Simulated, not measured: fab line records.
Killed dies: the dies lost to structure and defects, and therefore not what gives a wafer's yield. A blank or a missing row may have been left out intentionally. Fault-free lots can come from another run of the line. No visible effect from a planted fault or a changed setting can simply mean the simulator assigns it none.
fab line records | flow sky130 | part 1 of 2: steps 1 to 43 of 44
record lots=6 | wafers=17 | last-day=50
route steps=708 shown VIA2@527 METAL3@532 CAPM@537 PAD_OPEN@708
lots that met no fault: from a run of the same line without faults
start-h: hours from the record's opening day to when the first of the lot's shown wafers began | wait-h: hours elapsed since this lot's preceding step | " identical to the entry in the row above | L1.1+2: one row covering several wafers at once | - no value present, or no start provided | * or withheld: withheld | < > ~ a bound
route shown NAME@n: a module of which the file shows steps, and the number in the route of the first | usual: average and standard deviation across the fault-free wafers | same: alike in all rows | chamber/n: place in a boat | sites: the reading at each site | _std_site: their standard deviation | _edge_site: mean of outer sites minus mean of inner sites | radius-mm: for every site, how far away it sits from the centre of the wafer | mask NAME#n: copy n | behind: the last tool/chamber to shape the wafer | hold: why the lot went on hold/how many hours it stayed there/how the hold came to an end | device: which transistor (n, p or np) failed to switch | end of line: at the end of the route, the tests of the same wafers | a step with no rows: only its recipe | killed: at the first sort, the dies lost to defects and structure; wafer yield is something else | map: dies across one wafer; x = killed, . = not, _ = none there
set.NAME: the setting the step ran with; set.NAME@STEP: the setting that earlier step ran with | model.NAME: the simulator's own value behind a step, which no gauge read
lots at some steps of the route; a table a step, a row a wafer
services: a tool's chamber out of use, with start hour (start-h, from the record's first day; less than 0 if before it), hours out, and reason
## steps
# step SKY_VIA2_SPUTTER_20
# recipe material=TiN | target-thk-nm=20 | chamber-pressure-pa=5 | power-w=4000 | time-s=80
# step SKY_VIA2_CVD_21
# recipe material=W | target-thk-nm=420 | time-s=126.4 | temp-c=400 | pressure-torr=40
# step SKY_VIA2_RS_MEAS_22
# recipe thk-meas-gauge=four-point-probe | reads=W_of_VIA2_CVD_21+TiN_of_VIA2_SPUTTER_20
# usual VIA2_W_RS=0.271/0.0053
lot.wafer | tool          | chamber | start-h | wait-h | VIA2_W_RS[ohm/sq]
L380.1    | film-metro-02 | -       | 864.87  | 0.1    | 0.274
L380.2    | "             | -       | "       | "      | 0.272
L380.5    | "             | -       | "       | "      | 0.276
L381.1    | film-metro-01 | -       | 867.94  | 0.1    | 0.277
L381.2    | "             | -       | "       | "      | 0.267
L381.5    | "             | -       | "       | "      | 0.274
L387.4    | film-metro-02 | -       | 913.98  | 0.1    | 0.279
L387.5    | "             | -       | "       | "      | 0.274
L387.6    | "             | -       | "       | "      | 0.280
L389.3    | film-metro-04 | -       | 922.34  | 0.1    | 0.273
L389.4    | "             | -       | "       | "      | 0.271
L395.2    | film-metro-04 | -       | 968.71  | 0.1    | 0.262
L395.4    | "             | -       | "       | "      | 0.269
L395.5    | "             | -       | "       | "      | 0.261
L401.1    | film-metro-01 | -       | 997.95  | 0.1    | 0.270
L401.3    | "             | -       | "       | "      | 0.271
L401.6    | "             | -       | "       | "      | 0.277
# step SKY_VIA2_THK_MEAS_23
# recipe thk-meas-gauge=xrf | reads=W_of_VIA2_CVD_21
# usual VIA2_W_THK=426/9
lot.wafer | tool          | chamber | start-h | wait-h | VIA2_W_THK[nm]
L380.1    | film-metro-02 | -       | 864.99  | 0.1    | 416
L380.2    | "             | -       | "       | "      | 416
L380.5    | "             | -       | "       | "      | 413
L381.1    | film-metro-01 | -       | 868.06  | 0.1    | 416
L381.2    | "             | -       | "       | "      | 436
L381.5    | "             | -       | "       | "      | 420
L387.4    | film-metro-02 | -       | 914.07  | 0.1    | 415
L387.5    | "             | -       | "       | "      | 420
L387.6    | "             | -       | "       | "      | 412
L389.3    | film-metro-04 | -       | 922.44  | 0.1    | 424
L389.4    | "             | -       | "       | "      | 425
L395.2    | film-metro-04 | -       | 968.82  | 0.1    | 450
L395.4    | "             | -       | "       | "      | 435
L395.5    | "             | -       | "       | "      | 448
L401.1    | film-metro-01 | -       | 998.07  | 0.1    | 429
L401.3    | "             | -       | "       | "      | 432
L401.6    | "             | -       | "       | "      | 418
# step SKY_VIA2_CMP_24
# recipe stop-on=SiO2 | t-overpolish-s=20 | down-force-psi=3.5 | platen-rpm=60 | target-thk-nm=0 | pad-velocity-m-s=0.94248
# step SKY_METAL3_SPUTTER_00
# recipe material=Ti | target-thk-nm=15 | power-w=3000 | time-s=10 | chamber-pressure-pa=0.4
# usual throttle-valve-pct=29.8/1.1
lot.wafer | tool           | chamber | start-h | wait-h | throttle-valve-pct
L380.1    | pvd-sputter-04 | -       | 865.35  | 0.1    | 32.0
L380.2    | "              | -       | "       | "      | 30.8
L380.5    | "              | -       | "       | "      | 30.7
L381.1    | pvd-sputter-03 | -       | 868.42  | 0.1    | 29.7
L381.2    | "              | -       | "       | "      | 31.2
L381.5    | "              | -       | "       | "      | 29.0
L387.4    | pvd-sputter-04 | -       | 914.40  | 0.1    | 30.3
L387.5    | "              | -       | "       | "      | 30.4
L387.6    | "              | -       | "       | "      | 30.4
L389.3    | pvd-sputter-01 | -       | 922.78  | 0.1    | 28.7
L389.4    | "              | -       | "       | "      | 29.4
L395.2    | pvd-sputter-01 | -       | 969.17  | 0.2    | 29.4
L395.4    | "              | -       | "       | "      | 30.5
L395.5    | "              | -       | "       | "      | 30.8
L401.1    | pvd-sputter-04 | -       | 998.43  | 0.2    | 30.7
L401.3    | "              | -       | "       | "      | 32.0
L401.6    | "              | -       | "       | "      | 32.4
# step SKY_METAL3_SPUTTER_01
# recipe material=TiN | target-thk-nm=20 | power-w=6500 | time-s=16.7 | chamber-pressure-pa=0.4
# step SKY_METAL3_SPUTTER_02
# recipe material=AlCu | target-thk-nm=735 | power-w=10600 | time-s=39.1 | chamber-pressure-pa=0.4
# usual throttle-valve-pct=29.8/1.1
lot.wafer | tool           | chamber | start-h | wait-h | throttle-valve-pct
L380.1    | pvd-sputter-04 | -       | 865.40  | 0.0    | 32.0
L380.2    | "              | -       | "       | "      | 30.5
L380.5    | "              | -       | "       | "      | 30.7
L381.1    | pvd-sputter-03 | -       | 868.47  | 0.0    | 29.5
L381.2    | "              | -       | "       | "      | 31.4
L381.5    | "              | -       | "       | "      | 29.5
L387.4    | pvd-sputter-04 | -       | 914.45  | 0.0    | 30.2
L387.5    | "              | -       | "       | "      | 30.4
L387.6    | "              | -       | "       | "      | 30.5
L389.3    | pvd-sputter-01 | -       | 922.83  | 0.0    | 28.6
L389.4    | "              | -       | "       | "      | 29.2
L395.2    | pvd-sputter-01 | -       | 969.22  | 0.0    | 29.3
L395.4    | "              | -       | "       | "      | 30.8
L395.5    | "              | -       | "       | "      | 30.9
L401.1    | pvd-sputter-04 | -       | 998.48  | 0.0    | 30.6
L401.3    | "              | -       | "       | "      | 32.0
L401.6    | "              | -       | "       | "      | 32.0
# step SKY_METAL3_SPUTTER_03
# recipe material=Ti | target-thk-nm=5 | power-w=3000 | time-s=3.3 | chamber-pressure-pa=0.4
# step SKY_METAL3_SPUTTER_04
# recipe material=TiN | target-thk-nm=70 | power-w=6500 | time-s=58.3 | chamber-pressure-pa=0.4
# usual throttle-valve-pct=29.9/1.1
lot.wafer | tool           | chamber | start-h | wait-h | throttle-valve-pct
L380.1    | pvd-sputter-04 | -       | 865.45  | 0.0    | 32.0
L380.2    | "              | -       | "       | "      | 30.6
L380.5    | "              | -       | "       | "      | 31.0
L381.1    | pvd-sputter-03 | -       | 868.53  | 0.0    | 29.6
L381.2    | "              | -       | "       | "      | 30.9
L381.5    | "              | -       | "       | "      | 29.2
L387.4    | pvd-sputter-04 | -       | 914.51  | 0.0    | 30.2
L387.5    | "              | -       | "       | "      | 30.3
L387.6    | "              | -       | "       | "      | 30.6
L389.3    | pvd-sputter-01 | -       | 922.89  | 0.0    | 28.7
L389.4    | "              | -       | "       | "      | 29.6
L395.2    | pvd-sputter-01 | -       | 969.28  | 0.0    | 29.8
L395.4    | "              | -       | "       | "      | 30.9
L395.5    | "              | -       | "       | "      | 31.0
L401.1    | pvd-sputter-04 | -       | 998.54  | 0.0    | 30.8
L401.3    | "              | -       | "       | "      | 31.9
L401.6    | "              | -       | "       | "      | 32.2
# step SKY_CAPM_CVD_00
# recipe material=SiO2 | target-thk-nm=15.5 | temp-c=400 | time-s=withheld | rf-w=450
# step SKY_CAPM_THK_MEAS_01
# recipe reads=SiO2_of_CAPM_CVD_00
# usual CAPM_CVD_00_THK=15.45/0.23
lot.wafer | tool          | chamber | start-h | wait-h | CAPM_CVD_00_THK[nm]
L380.1    | film-metro-02 | -       | 865.52  | -      | 14.90
L380.2    | "             | -       | "       | "      | 15.12
L380.5    | "             | -       | "       | "      | 15.47
L381.1    | film-metro-03 | -       | 868.60  | -      | 14.98
L381.2    | "             | -       | "       | "      | 15.16
L381.5    | "             | -       | "       | "      | 15.29
L387.4    | film-metro-04 | -       | 914.61  | -      | 15.75
L387.5    | "             | -       | "       | "      | 15.64
L387.6    | "             | -       | "       | "      | 15.30
L389.3    | film-metro-03 | -       | 922.99  | -      | 15.54
L389.4    | "             | -       | "       | "      | 15.56
L395.2    | film-metro-03 | -       | 969.36  | -      | 15.18
L395.4    | "             | -       | "       | "      | 15.42
L395.5    | "             | -       | "       | "      | 15.46
L401.1    | film-metro-02 | -       | 998.61  | -      | 15.45
L401.3    | "             | -       | "       | "      | 15.35
L401.6    | "             | -       | "       | "      | 15.69
# step SKY_CAPM_SPUTTER_02
# recipe material=TiN | target-thk-nm=200 | temp-c=300 | power-w=6500 | time-s=166.7 | chamber-pressure-pa=0.4
# usual throttle-valve-pct=29.9/1.4
lot.wafer | tool           | chamber | start-h | wait-h | throttle-valve-pct | model.TiN_of_CAPM_SPUTTER_02.thk-nm
L380.1    | pvd-sputter-02 | -       | 865.58  | 0.1    | 30.1               | 201.8
L380.2    | "              | -       | "       | "      | 30.1               | 198.6
L380.5    | "              | -       | "       | "      | 30.0               | 202
L381.1    | pvd-sputter-04 | -       | 868.66  | 0.1    | 30.5               | 197.7
L381.2    | "              | -       | "       | "      | 31.9               | 200.5
L381.5    | "              | -       | "       | "      | 30.7               | 196.1
L387.4    | pvd-sputter-02 | -       | 914.64  | 0.0    | 30.1               | 207.7
L387.5    | "              | -       | "       | "      | 29.9               | 200.9
L387.6    | "              | -       | "       | "      | 27.9               | 201.9
L389.3    | pvd-sputter-02 | -       | 923.03  | 0.0    | 31.7               | 209.1
L389.4    | "              | -       | "       | "      | 30.2               | 207.8
L395.2    | pvd-sputter-04 | -       | 969.41  | 0.0    | 32.0               | 198.8
L395.4    | "              | -       | "       | "      | 30.2               | 197.7
L395.5    | "              | -       | "       | "      | 26.6               | 197.6
L401.1    | pvd-sputter-01 | -       | 998.67  | 0.1    | 28.7               | 197.3
L401.3    | "              | -       | "       | "      | 30.8               | 200.6
L401.6    | "              | -       | "       | "      | 30.7               | 200.8
# step SKY_CAPM_RS_MEAS_03
# recipe thk-meas-gauge=four-point-probe | reads=TiN_of_CAPM_SPUTTER_02
# usual CAPM_TIN_RS=6.92/0.084
lot.wafer | tool          | chamber | start-h | wait-h | CAPM_TIN_RS[ohm/sq]
L380.1    | film-metro-03 | -       | 865.69  | 0.1    | 6.83
L380.2    | "             | -       | "       | "      | 6.95
L380.5    | "             | -       | "       | "      | 6.83
L381.1    | film-metro-04 | -       | 868.77  | 0.1    | 6.98
L381.2    | "             | -       | "       | "      | 6.87
L381.5    | "             | -       | "       | "      | 7.04
L387.4    | film-metro-03 | -       | 914.81  | 0.1    | 6.64
L387.5    | "             | -       | "       | "      | 6.86
L387.6    | "             | -       | "       | "      | 6.83
L389.3    | film-metro-02 | -       | 923.18  | 0.1    | 6.60
L389.4    | "             | -       | "       | "      | 6.65
L395.2    | film-metro-02 | -       | 969.54  | 0.1    | 6.96
L395.4    | "             | -       | "       | "      | 6.99
L395.5    | "             | -       | "       | "      | 6.99
L401.1    | film-metro-04 | -       | 998.78  | 0.1    | 6.99
L401.3    | "             | -       | "       | "      | 6.87
L401.6    | "             | -       | "       | "      | 6.86
# step SKY_CAPM_THK_MEAS_04
# recipe thk-meas-gauge=xrf | reads=TiN_of_CAPM_SPUTTER_02
# usual CAPM_TIN_THK=202.7/2.7
lot.wafer | tool          | chamber | start-h | wait-h | CAPM_TIN_THK[nm]
L380.1    | film-metro-03 | -       | 865.81  | 0.1    | 205.1
L380.2    | "             | -       | "       | "      | 201.1
L380.5    | "             | -       | "       | "      | 204.4
L381.1    | film-metro-04 | -       | 868.89  | 0.1    | 199.9
L381.2    | "             | -       | "       | "      | 202.1
L381.5    | "             | -       | "       | "      | 197.4
L387.4    | film-metro-03 | -       | 914.90  | 0.1    | 212.0
L387.5    | "             | -       | "       | "      | 205.8
L387.6    | "             | -       | "       | "      | 207.0
L389.3    | film-metro-02 | -       | 923.28  | 0.1    | 213.0
L389.4    | "             | -       | "       | "      | 210.5
L395.2    | film-metro-02 | -       | 969.65  | 0.1    | 201.9
L395.4    | "             | -       | "       | "      | 201.3
L395.5    | "             | -       | "       | "      | 201.0
L401.1    | film-metro-04 | -       | 998.90  | 0.1    | 199.6
L401.3    | "             | -       | "       | "      | 203.8
L401.6    | "             | -       | "       | "      | 202.9
# step SKY_CAPM_DEHYDRATE_05
# recipe temp-c=200 | time-s=60
# step SKY_CAPM_HMDS_06
# recipe prime-time-s=60 | prime-temp-c=120
# step SKY_CAPM_COAT_07
# recipe resist=NOVOLAK | spin-rpm=3000 | resist-thk-nm=1140
# step SKY_CAPM_SOFTBAKE_08
# recipe temp-c=90 | time-s=60 | resist=NOVOLAK
# step SKY_CAPM_EXPOSE_09
# recipe mask-id=CAPM | na=0.6 | source-shape=conventional | sigma-outer=0.6 | polarization=unpolarized | target-cd-nm=1000 | dose-mj=159
# step SKY_CAPM_PEB_10
# recipe temp-c=withheld | time-s=* | resist=NOVOLAK
# step SKY_CAPM_DEVELOP_11
# recipe resist=NOVOLAK | developer=TMAH | develop-time-s=60 | dev-temp-c=23
# step SKY_CAPM_OVL_MEAS_12
# usual CAPM_OVL=-0.3/1.4
lot.wafer | tool       | chamber | start-h | wait-h | CAPM_OVL[nm]
L380.1    | overlay-02 | -       | 891.19  | 0.1    | 1.4
L380.2    | "          | -       | "       | "      | 2.4
L380.5    | "          | -       | "       | "      | -0.4
L381.1    | overlay-01 | -       | 893.21  | 0.1    | -2.3
L381.2    | "          | -       | "       | "      | -1.8
L381.5    | "          | -       | "       | "      | -2.3
L387.4    | overlay-01 | -       | 938.62  | 0.1    | 0.2
L387.5    | "          | -       | "       | "      | 0.1
L387.6    | "          | -       | "       | "      | 1.3
L389.3    | overlay-01 | -       | 947.60  | 0.1    | -0.8
L389.4    | "          | -       | "       | "      | 0.2
L395.2    | overlay-02 | -       | 993.17  | 0.1    | -2.8
L395.4    | "          | -       | "       | "      | -1.2
L395.5    | "          | -       | "       | "      | -1.9
L401.1    | overlay-01 | -       | 1021.70 | 0.1    | 2.0
L401.3    | "          | -       | "       | "      | 0.8
L401.6    | "          | -       | "       | "      | -1.4
# step SKY_CAPM_METAL_ETCH_13
# recipe target-depth-nm=220 | stop-on=SiO2 | chemistry=Cl2/BCl3 | target=TiN | pressure-mtorr=10 | icp-w=900 | bias-w=48.5 | Cl2_flow_sccm=60 | bcl3-flow-sccm=30 | time-s=62.9
# usual drypump-motor-current-A=6.2/0.57 | oes-product-au=0.940/0.0082 | throttle-valve-pct=21.902/0.0093
lot.wafer | tool         | chamber | start-h | wait-h | drypump-motor-current-A | oes-product-au | rf-hours-counter-h | throttle-valve-pct | model.CAPM.feature-depth-nm | model.etch.depth-nm
L380.1    | rie-metal-02 | 0       | 891.22  | 0.0    | 6.8                     | 0.944          | 2                  | 21.906             | 201.8                       | 201.8
L380.2    | "            | 0       | "       | "      | 6.8                     | 0.938          | -                  | 21.897             | 198.6                       | 198.6
L380.5    | "            | 0       | "       | "      | 6.8                     | 0.944          | -                  | 21.890             | 202                         | 202
L381.1    | rie-metal-02 | 0       | 893.25  | 0.0    | 6.8                     | 0.932          | 2                  | 21.909             | 197.7                       | 197.7
L381.2    | "            | 0       | "       | "      | 6.8                     | 0.945          | -                  | 21.908             | 200.5                       | 200.5
L381.5    | "            | 0       | "       | "      | 6.8                     | 0.934          | -                  | 21.906             | 196.1                       | 196.1
L387.4    | rie-metal-02 | 1       | 938.66  | 0.0    | 6.4                     | 0.963          | -                  | 21.879             | 207.7                       | 207.7
L387.5    | "            | 0       | "       | "      | 6.8                     | 0.943          | -                  | 21.910             | 200.9                       | 200.9
L387.6    | "            | 1       | "       | "      | 6.4                     | 0.947          | -                  | 21.902             | 201.9                       | 201.9
L389.3    | rie-metal-02 | 0       | 947.65  | 0.0    | 6.8                     | 0.968          | -                  | 21.884             | 209.1                       | 209.1
L389.4    | "            | 1       | "       | "      | 6.4                     | 0.958          | -                  | 21.884             | 207.8                       | 207.8
L395.2    | rie-metal-02 | 0       | 993.22  | 0.0    | 6.8                     | 0.948          | -                  | 21.894             | 198.8                       | 198.8
L395.4    | "            | 0       | "       | "      | 6.8                     | 0.932          | -                  | 21.906             | 197.7                       | 197.7
L395.5    | "            | 0       | "       | "      | 6.8                     | 0.935          | -                  | 21.891             | 197.6                       | 197.6
L401.1    | rie-metal-04 | 0       | 1021.74 | 0.0    | 6.3                     | 0.931          | 18                 | 21.910             | 197.3                       | 197.3
L401.3    | "            | 0       | "       | "      | 6.3                     | 0.942          | -                  | 21.885             | 200.6                       | 200.6
L401.6    | "            | 1       | "       | "      | 5.0                     | 0.949          | -                  | 21.898             | 200.8                       | 200.8
# step SKY_CAPM_STRIP_14
# recipe chemistry=O2/N2 | power-w=1400 | pressure-mtorr=1500 | platen-temp-c=withheld | o2-flow-sccm=3000 | n2-flow-sccm=300 | overash-fraction=0.5
# step SKY_CAPM_STRIP_15
# recipe chemistry=post-etch-residue-remover | time-s=1200 | temp-c=72.5
# step SKY_CAPM_CLEAN_16
# recipe chemistry=IPA | time-s=180 | temp-c=25
# step SKY_CAPM_CLEAN_17
# recipe chemistry=O3/DIW | dry=n2-spin
# step SKY_METAL3_DEHYDRATE_05
# recipe temp-c=200 | time-s=60
# step SKY_METAL3_HMDS_06
# recipe prime-time-s=60 | prime-temp-c=120
# step SKY_METAL3_COAT_07
# recipe resist=BARC | temp-c=withheld | time-s=withheld | spin-rpm=3000 | resist-thk-nm=60
# step SKY_METAL3_COAT_08
# recipe resist=KrF-thick | spin-rpm=3000 | resist-thk-nm=1140
# step SKY_METAL3_SOFTBAKE_09
# recipe temp-c=100 | time-s=90 | resist=KrF-thick
# step SKY_METAL3_EXPOSE_10
# recipe mask-id=MM3 | na=0.68 | source-shape=annular | sigma-inner=0.4 | sigma-outer=0.8 | target-cd-nm=300 | dose-mj=28
# step SKY_METAL3_PEB_11
# recipe peb-temp-c=withheld | peb-time-s=withheld | resist=KrF-thick
# step SKY_METAL3_DEVELOP_12
# recipe develop-time-s=60 | resist=KrF-thick | dev-temp-c=21
# step SKY_METAL3_CD_MEAS_13
# recipe target-cd-nm=300
# usual cd-nm=299.7/1.5
lot.wafer | tool      | chamber | start-h | wait-h | cd-nm
L380.1    | cd-sem-01 | -       | 916.44  | -      | 298.5
L380.2    | "         | -       | "       | "      | 297.7
L380.5    | "         | -       | "       | "      | 297.6
L381.1    | cd-sem-02 | -       | 918.60  | -      | 300.6
L381.2    | "         | -       | "       | "      | 301.6
L381.5    | "         | -       | "       | "      | 300.7
L387.4    | cd-sem-01 | -       | 963.20  | -      | 300.4
L387.5    | "         | -       | "       | "      | 300.5
L387.6    | "         | -       | "       | "      | 301.1
L389.3    | cd-sem-01 | -       | 971.83  | -      | 301.8
L389.4    | "         | -       | "       | "      | 302.7
L395.2    | cd-sem-01 | -       | 1017.66 | -      | 299.6
L395.4    | "         | -       | "       | "      | 300.2
L395.5    | "         | -       | "       | "      | 300.1
L401.1    | cd-sem-01 | -       | 1045.86 | -      | 299.2
L401.3    | "         | -       | "       | "      | 299.9
L401.6    | "         | -       | "       | "      | 300.1
# step SKY_METAL3_OVL_MEAS_14
# usual METAL3_OVL=0/5.4
lot.wafer | tool       | chamber | start-h | wait-h | METAL3_OVL[nm]
L380.1    | overlay-02 | -       | 916.56  | 0.1    | 4
L380.2    | "          | -       | "       | "      | -7
L380.5    | "          | -       | "       | "      | -5
L381.1    | overlay-01 | -       | 918.72  | 0.1    | -1
L381.2    | "          | -       | "       | "      | -9
L381.5    | "          | -       | "       | "      | -3
L387.4    | overlay-01 | -       | 963.28  | 0.1    | -9
L387.5    | "          | -       | "       | "      | -1
L387.6    | "          | -       | "       | "      | -4
L389.3    | overlay-01 | -       | 971.92  | 0.1    | -1
L389.4    | "          | -       | "       | "      | 11
L395.2    | overlay-02 | -       | 1017.77 | 0.1    | 2
L395.4    | "          | -       | "       | "      | -4
L395.5    | "          | -       | "       | "      | 4
L401.1    | overlay-02 | -       | 1045.98 | 0.1    | -1
L401.3    | "          | -       | "       | "      | -3
L401.6    | "          | -       | "       | "      | 9
# step SKY_METAL3_DESCUM_15
# recipe chemistry=O2 | source-power-w=150 | bias-power-w=0 | pressure-mtorr=10 | temp-c=40 | time-s=8
# usual drypump-motor-current-A=5.9/0.82 | oes-product-au=1.002/0.0099
# same bias-power-w=0
lot.wafer | tool         | chamber | start-h | wait-h | drypump-motor-current-A | oes-product-au | rf-hours-counter-h
L380.1    | rie-metal-02 | 1       | 916.60  | 0.0    | 6.4                     | 0.999          | 1
L380.2    | "            | 0       | "       | "      | 6.8                     | 1.006          | 3
L380.5    | "            | 1       | "       | "      | 6.4                     | 1.013          | -
L381.1    | rie-metal-02 | 0       | 918.75  | 0.0    | 6.8                     | 0.999          | 4
L381.2    | "            | 1       | "       | "      | 6.3                     | 1.009          | 1
L381.5    | "            | 1       | "       | "      | 6.4                     | 1.010          | -
L387.4    | rie-metal-04 | 0       | 963.31  | 0.0    | 6.3                     | 1.021          | -
L387.5    | "            | 1       | "       | "      | 5.0                     | 1.012          | -
L387.6    | "            | 0       | "       | "      | 6.3                     | 1.021          | -
L389.3    | rie-metal-02 | 1       | 971.95  | 0.0    | 6.4                     | 1.000          | -
L389.4    | "            | 0       | "       | "      | 6.8                     | 0.990          | -
L395.2    | rie-metal-01 | 0       | 1017.80 | 0.0    | 4.8                     | 0.992          | 22
L395.4    | "            | 0       | "       | "      | 4.7                     | 1.002          | -
L395.5    | "            | 1       | "       | "      | 5.0                     | 1.003          | -
L401.1    | rie-metal-02 | 1       | 1046.02 | 0.0    | 6.4                     | 1.000          | 8
L401.3    | "            | 0       | "       | "      | 6.8                     | 0.986          | -
L401.6    | "            | 1       | "       | "      | 6.4                     | 1.010          | -
# step SKY_METAL3_ETCH_16
# recipe chemistry=N2/H2 | target=BARC | ion-energy-ev=200 | bias-w=100 | pressure-mtorr=30 | n2-flow-sccm=100 | h2-flow-sccm=200 | icp-w=500 | stop-on=SiO2 | time-s=88.2 | target-depth-a=600
# usual drypump-motor-current-A=5.9/0.82 | n2-flow-sccm=100.0/0.34 | oes-product-au=0.625/0.0048 | throttle-valve-pct=13.206/0.0092
lot.wafer | tool         | chamber | start-h | wait-h | drypump-motor-current-A | n2-flow-sccm | oes-product-au | rf-hours-counter-h | throttle-valve-pct
L380.1    | rie-metal-02 | 1       | 916.63  | 0.0    | 6.4                     | 99.5         | 0.618          | 1                  | 13.209
L380.2    | "            | 0       | "       | "      | 6.8                     | 99.8         | 0.619          | 3                  | 13.202
L380.5    | "            | 1       | "       | "      | 6.4                     | 100.1        | 0.625          | -                  | 13.219
L381.1    | rie-metal-02 | 0       | 918.79  | 0.0    | 6.8                     | 100.1        | 0.629          | 4                  | 13.191
L381.2    | "            | 1       | "       | "      | 6.4                     | 100.1        | 0.627          | 1                  | 13.190
L381.5    | "            | 1       | "       | "      | 6.4                     | 99.8         | 0.623          | -                  | 13.215
L387.4    | rie-metal-04 | 0       | 963.36  | 0.0    | 6.4                     | 100.3        | 0.630          | -                  | 13.201
L387.5    | "            | 1       | "       | "      | 5.0                     | 99.0         | 0.626          | -                  | 13.206
L387.6    | "            | 0       | "       | "      | 6.3                     | 100.4        | 0.622          | -                  | 13.199
L389.3    | rie-metal-02 | 1       | 972.01  | 0.0    | 6.4                     | 100.4        | 0.622          | -                  | 13.192
L389.4    | "            | 0       | "       | "      | 6.8                     | 99.9         | 0.628          | -                  | 13.205
L395.2    | rie-metal-01 | 0       | 1017.83 | 0.0    | 4.8                     | 100.2        | 0.627          | 22                 | 13.210
L395.4    | "            | 0       | "       | "      | 4.8                     | 100.3        | 0.622          | -                  | 13.209
L395.5    | "            | 1       | "       | "      | 5.0                     | 99.7         | 0.636          | -                  | 13.219
L401.1    | rie-metal-02 | 1       | 1046.05 | 0.0    | 6.4                     | 99.9         | 0.619          | 8                  | 13.215
L401.3    | "            | 0       | "       | "      | 6.9                     | 99.5         | 0.630          | -                  | 13.199
L401.6    | "            | 1       | "       | "      | 6.4                     | 99.7         | 0.629          | -                  | 13.210
# step SKY_METAL3_ETCH_17
# recipe target=SiO2 | stop-on=TiN | chemistry=C4F8/O2/Ar | source-w=1500 | bias-w=1200 | pressure-mtorr=40 | c4f8-flow-sccm=withheld | O2_flow_sccm=6 | Ar_flow_sccm=300 | time-s=3.9 | target-depth-a=150
# step SKY_METAL3_METAL_ETCH_18
# recipe target-depth-a=8450 | stop-on=SiO2 | over-etch-frac=0.3 | time-s=183.1 | chemistry=Cl2/BCl3 | resist-sidewall-deg=88 | pressure-mtorr=10 | icp-w=900 | bias-w=48.5 | Cl2_flow_sccm=60 | bcl3-flow-sccm=30
# step SKY_METAL3_STRIP_20
# recipe chemistry=post-etch-residue-remover | time-s=1200 | temp-c=72.5
lot.wafer | tool         | chamber | start-h | wait-h | model.TiN_of_CAPM_SPUTTER_02.thk-nm
L380.1    | wet-bench-02 | 0       | 917.02  | 0.1    | 200.9
L380.2    | "            | 0       | "       | "      | 197.8
L380.5    | "            | 0       | "       | "      | 201.2
L381.1    | wet-bench-02 | 0       | 919.18  | 0.1    | 196.9
L381.2    | "            | 0       | "       | "      | 199.7
L381.5    | "            | 0       | "       | "      | 195.3
L387.4    | wet-bench-03 | 3       | 963.72  | 0.0    | 206.8
L387.5    | "            | 3       | "       | "      | 200.1
L387.6    | "            | 3       | "       | "      | 201.1
L389.3    | wet-bench-01 | 2       | 972.37  | 0.0    | 208.2
L389.4    | "            | 2       | "       | "      | 206.9
L395.2    | wet-bench-01 | 0       | 1018.22 | 0.1    | 198
L395.4+5  | "            | 0       | "       | "      | 196.8
L401.1    | wet-bench-03 | 1       | 1046.44 | 0.1    | 196.4
L401.3    | "            | 1       | "       | "      | 199.7
L401.6    | "            | 1       | "       | "      | 199.9
## key
first-sign step=SKY_CAPM_RS_MEAS_03 | reading=CAPM_TIN_RS | direction=down | sigmas=3.4 | usual=6.92 | struck=6.63
effect step=SKY_CAPM_THK_MEAS_04 | reading=CAPM_TIN_THK | direction=up | sigmas=3.3 | usual=202.7 | struck=211.8
model-effect step=SKY_CAPM_SPUTTER_02 | value=TiN_of_CAPM_SPUTTER_02.thk-nm | without=202.6 | struck=208.2
model-effect step=SKY_CAPM_METAL_ETCH_13 | value=CAPM.feature-depth-nm | without=202.6 | struck=208.2
model-effect step=SKY_METAL3_STRIP_20 | value=TiN_of_CAPM_SPUTTER_02.thk-nm | without=201.7 | struck=207.3
model-effect step=SKY_PAD_OPEN_PROBE_99 | value=etest.cap-mim.plate-ohm-sq | without=5.926 | struck=5.766
met-at SKY_CAPM_SPUTTER_02
struck-wafers L387.4,L389.3,L389.4
onset-between 865.58 914.64
fault kind=process-parameter-drift | tool=pvd-sputter-02 | chamber=- | onset-h=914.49 | steps=SKY_CAPM_SPUTTER_02 | channel=target-thk-nm | offset=5.6114 | shape=step | end-h=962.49 | scope=struck-wafers-only | acts-in=these-recipes-only | stated=200
